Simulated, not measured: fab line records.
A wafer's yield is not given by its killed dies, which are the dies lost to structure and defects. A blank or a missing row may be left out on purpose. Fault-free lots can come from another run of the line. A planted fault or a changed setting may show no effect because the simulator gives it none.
8D (eight disciplines) problem report, filled in by code | flow sky130 | the parts of the form that need people (team, actions taken, sign-off) are left out

## 1. WHAT IS WRONG
Wafers without a fault read 15, standard deviation 4.4; killed-at-front-end at SKY_PAD_OPEN_PROBE_99 reads a mean of 424 on 6 wafers belonging to 2 lots. That is +93 standard deviations from the usual mean.
Earliest sighting: wafer L939.1 on prober-02 at day 47 13:28. Wafers with a number at this step in the record: 39, from 13 lots. Rule for "out", or "out of limits": more than 4 standard deviations from the usual mean. Any other wafer with a number is counted as sound.

## 2. WHAT IT IS; WHAT IT IS NOT
question                    | is                                              | is not
which readings at this step | killed-at-front-end, killed-dies, killed-on-rim | killed_at_M0_to_M3, killed_at_M4_up, killed-at-contacts, killed-at-other, killed-open, killed-short
which lots                  | L939, L940                                      | L931, L933, L935, L936, L938, L943, L949, L950, L951, L952, L953
which wafers of those lots  | all that have a number                          | -
read on which tools         | prober-01, prober-02                            | -
when                        | from day 47 13:28                               | up to then (15 sound wafers); but 18 sound wafers of L943, L949, L950, L951, L952, L953 came after

## 3. THE SUSPECTS, EACH WITH WHAT RULES IT OUT
Counting: a tool at a process step up to the reading stays a suspect if it ran every lot that is out and no sound lot after the first of them.
- plasma-asher-02 at SKY_SD_N_STRIP_11 (strips in O2/N2): ruled out as a lasting fault. Sound lots L950 ran on it after its first lot that is out, L939 (day 30 12:53).
Left after counting: nothing in the record.

## 4. THE CAUSE (what the simulator had put in)
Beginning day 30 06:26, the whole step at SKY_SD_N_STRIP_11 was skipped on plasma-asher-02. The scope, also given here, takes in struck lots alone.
The count ruled it out by mistake, since the rule takes a fault to strike every lot its tool runs from the start of the fault on, and this one did not do so.

## 5. SEQUENCE OF EFFECTS, ordered by route
One row per reading whose mean, taken over the struck wafers that have a number, lies over 3 standard deviations from the usual. Readings are gone through only where the record gives a usual standard deviation; hours: the median, over the lots, of the time from a lot's start at the first step in this table giving one to that lot's start at this step; sigmas: the change measured in usual standard deviations.
hours | step                  | reading             | usual | on struck wafers | change | sigmas
0     | SKY_PAD_OPEN_PROBE_99 | killed-at-front-end | 15    | 424              | +409   | +93
0     | SKY_PAD_OPEN_PROBE_99 | killed-dies         | 86    | 492              | +406   | +45
0     | SKY_PAD_OPEN_PROBE_99 | killed-on-rim       | 16    | 96               | +80    | +20
Here are the process steps it includes:
- SKY_PAD_OPEN_PROBE_99
Readings that are blank on the struck wafers while sound wafers have them: chamber-pressure-mTorr at SKY_SD_N_STRIP_11; drypump-motor-current-A at SKY_SD_N_STRIP_11; oes-product-au at SKY_SD_N_STRIP_11; strip-time-to-endpoint-s at SKY_SD_N_STRIP_11.

## 6. HOW IT WOULD HAVE BEEN CAUGHT EARLIER
In this record the first reading out of limits was taken at day 47 13:28, 415 hours after the fault began at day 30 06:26.
At SKY_SD_N_STRIP_11 the tool's readings are blank on the struck wafers, where sound wafers have them: an empty tool record is the first sign, and it was there at once.
